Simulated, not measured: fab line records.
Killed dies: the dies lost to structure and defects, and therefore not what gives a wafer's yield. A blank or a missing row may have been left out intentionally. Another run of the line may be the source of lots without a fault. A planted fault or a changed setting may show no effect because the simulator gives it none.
A lot that was struck, set against a sound lot :: flow sky130 :: 43 out of 708 route steps
Sound: these wafers, L252.1, L252.3, L252.6. Wafers L254.2, L254.3, L254.5 were the ones struck. The cause comes at the end.
Per side, at each step with rows, come the tool, then ch with its chambers, and then its first start. Under that, the readings that differ: sound wafers :: struck wafers :: difference of the means :: sigmas: that difference in standard deviations of wafers without a fault.
alike: readings with means less than 2 such deviations apart, plus words and numbers identical on both sides. not compared: withheld readings, readings lacking a value on some wafer, bounds such as >300 that could conceal the same value, and numbers that have no deviation in the record and whose values overlap.
A row with sigmas, a row that says differs or no value, or rows on one side alone: a step with any of these is where the two part. Numbers that don't overlap but have no deviation are shown without sigmas and don't part them. Lack of a reading on every wafer of one side parts them only where that side has two or more wafers.

SKY_LDD_P_OVL_MEAS_08:
  struck on overlay-02, day 21 13:02; sound on overlay-02, day 19 22:55
  alike: LDD_P_OVL
then, 1 step without rows for these wafers: SKY_LDD_P_IMPLANT_09.
SKY_LDD_P_STRIP_10: strips in O2/N2.
  sound on plasma_asher-01 ch 0,1, day 19 23:06; struck on plasma_asher-01 ch 0,1, day 21 13:13
  alike: drypump_motor_current_A, oes_product_au, strip_time_to_endpoint_s
  not compared: rf_hours_counter_h
SKY_LDD_P_TW_MEAS_11:
  struck on film_metro-01, day 21 13:19; sound on film_metro-02, day 19 23:12
  alike: LDD_P_TW
then, 7 steps without rows for these wafers: SKY_LDD_HVN_DEHYDRATE_00 (time 60 s); SKY_LDD_HVN_HMDS_01 (prime time 60 s); SKY_LDD_HVN_COAT_02 (resist thk 300 nm); SKY_LDD_HVN_SOFTBAKE_03 (time 60 s); SKY_LDD_HVN_EXPOSE_04 (exposes mask HVNTM, target cd 700 nm); SKY_LDD_HVN_PEB_05; SKY_LDD_HVN_DEVELOP_06 (develop time 60 s).
SKY_LDD_HVN_OVL_MEAS_07:
  struck on overlay-02, day 22 19:55; sound on overlay-01, day 21 05:45
  alike: LDD_HVN_OVL
SKY_LDD_HVN_IMPLANT_08:
  sound on implanter-01 ch 0, day 21 05:47; struck on implanter-01 ch 0, day 22 19:58
  alike: beam_energy_keV
SKY_LDD_HVN_STRIP_09: strips in O2/N2.
  sound on plasma_asher-04 ch 0, day 21 05:56; struck on plasma_asher-04 ch 1, day 22 20:05
  alike: drypump_motor_current_A, oes_product_au, strip_time_to_endpoint_s
  not compared: rf_hours_counter_h
SKY_LDD_HVN_TW_MEAS_10:
  struck on film_metro-01, day 22 20:12; sound on film_metro-04, day 21 06:02
  alike: LDD_HVN_TW
then, 7 steps without rows for these wafers: SKY_LDD_HVP_DEHYDRATE_00 (time 60 s); SKY_LDD_HVP_HMDS_01 (prime time 60 s); SKY_LDD_HVP_COAT_02 (resist thk 300 nm); SKY_LDD_HVP_SOFTBAKE_03 (time 60 s); SKY_LDD_HVP_EXPOSE_04 (exposes mask HVPTM, target cd 700 nm); SKY_LDD_HVP_PEB_05; SKY_LDD_HVP_DEVELOP_06 (develop time 60 s).
SKY_LDD_HVP_OVL_MEAS_07:
  struck on overlay-01, day 24 02:34; sound on overlay-01, day 22 12:51
  alike: LDD_HVP_OVL
then, 1 step without rows for these wafers: SKY_LDD_HVP_IMPLANT_08.
SKY_LDD_HVP_STRIP_09: strips in O2/N2.
  sound on plasma_asher-02 ch 0,1, day 22 13:02; struck on plasma_asher-01 ch 0, day 24 02:44
reading: oes_product_au (a.u.)
sound: 0.408 0.405 0.395
struck: 0.413 0.407 0.415
difference: +0.009
sigmas: +2
  alike: drypump_motor_current_A, strip_time_to_endpoint_s
  not compared: rf_hours_counter_h
SKY_LDD_HVP_TW_MEAS_10:
  struck on film_metro-04, day 24 02:51; sound on film_metro-03, day 22 13:08
reading: LDD_HVP_TW
sound: 459 457 461
struck: 453 450 451
difference: -8
sigmas: -2
then, 7 steps without rows for these wafers: SKY_LDD_LDN_DEHYDRATE_00 (time 60 s); SKY_LDD_LDN_HMDS_01 (prime time 60 s); SKY_LDD_LDN_COAT_02 (resist thk 1140 nm); SKY_LDD_LDN_SOFTBAKE_03 (time 60 s); SKY_LDD_LDN_EXPOSE_04 (exposes mask LDNTM, target cd 700 nm); SKY_LDD_LDN_PEB_05; SKY_LDD_LDN_DEVELOP_06 (develop time 60 s).
SKY_LDD_LDN_OVL_MEAS_07:
  struck on overlay-02, day 25 09:31; sound on overlay-01, day 23 19:16
  alike: LDD_LDN_OVL
then, 4 steps without rows for these wafers: SKY_LDD_LDN_IMPLANT_08; SKY_LDD_LDN_IMPLANT_09; SKY_LDD_LDN_IMPLANT_10; SKY_LDD_LDN_IMPLANT_11.
SKY_LDD_LDN_STRIP_12: strips in O2/N2.
  sound on plasma_asher-03 ch 0,1, day 23 19:53; struck on plasma_asher-02 ch 0,1, day 25 10:08
  alike: drypump_motor_current_A, oes_product_au, strip_time_to_endpoint_s
  not compared: rf_hours_counter_h
SKY_LDD_LDN_TW_MEAS_13:
  struck on film_metro-02, day 25 10:15; sound on film_metro-01, day 23 19:59
  alike: LDD_LDN_TW
then, 2 steps without rows for these wafers: SKY_LDD_LDN_CLEAN_14 (cleans in SC1/SC2, time 150 s); SKY_SPACER_CVD_00 (deposits Si3N4 from DCS/NH3, target thk 43.1 nm, time 740 s).
-- the record jumps here: 22 days lie between the struck wafers' starts before and after (it left off in module SPACER and takes up again in module PAD_OPEN, whose first step shown is number 708 of the route) --
SKY_PAD_OPEN_PROBE_99:
  struck on prober-01, day 47 20:14; sound on prober-01, day 46 14:43
reading: killed_at_other
sound: 1 3 1
struck: 0 0 0
difference: -2
sigmas: -3

reading: model.etest.tip_n_5v.rs_ohm_sq
sound: 1402 1392 1402
struck: 2000 2137 1670
difference: +537
sigmas: 

reading: model.etest.nfet_g5v0d10v5.r_on_ohm_um
sound: 1905 1901 1879
struck: 1949 2001 1953
difference: +73
sigmas: 

reading: model.etest.nfet_g5v0d10v5.drive_ua_um
sound: 601.8 601.9 602.2
struck: 593.9 571.7 590.9
difference: -16.5
sigmas: 

reading: model.etest.tip_n_5v.rs_ohm_sq_range
sound: 25.59 14.35 22.03
struck: 41.08 26.66 35.18
difference: +13.65
sigmas: 

reading: model.etest.nfet_g5v0d10v5.vt_sat_v (V)
sound: 0.7596 0.7638 0.7699
struck: 0.7776 0.8021 0.7808
difference: +0.0224
sigmas: 
  alike: killed_at_M0_to_M3, killed_at_M4_up, killed_at_contacts, killed_at_front_end, killed_dies, killed_on_rim, killed_open, killed_short
  not compared: model.etest.res_ndiff_hv.rs_ohm_sq

WHERE THEY PART
At SKY_LDD_HVP_STRIP_09 first; at SKY_PAD_OPEN_PROBE_99 last (within this record only).

WHY: what the simulator had put in
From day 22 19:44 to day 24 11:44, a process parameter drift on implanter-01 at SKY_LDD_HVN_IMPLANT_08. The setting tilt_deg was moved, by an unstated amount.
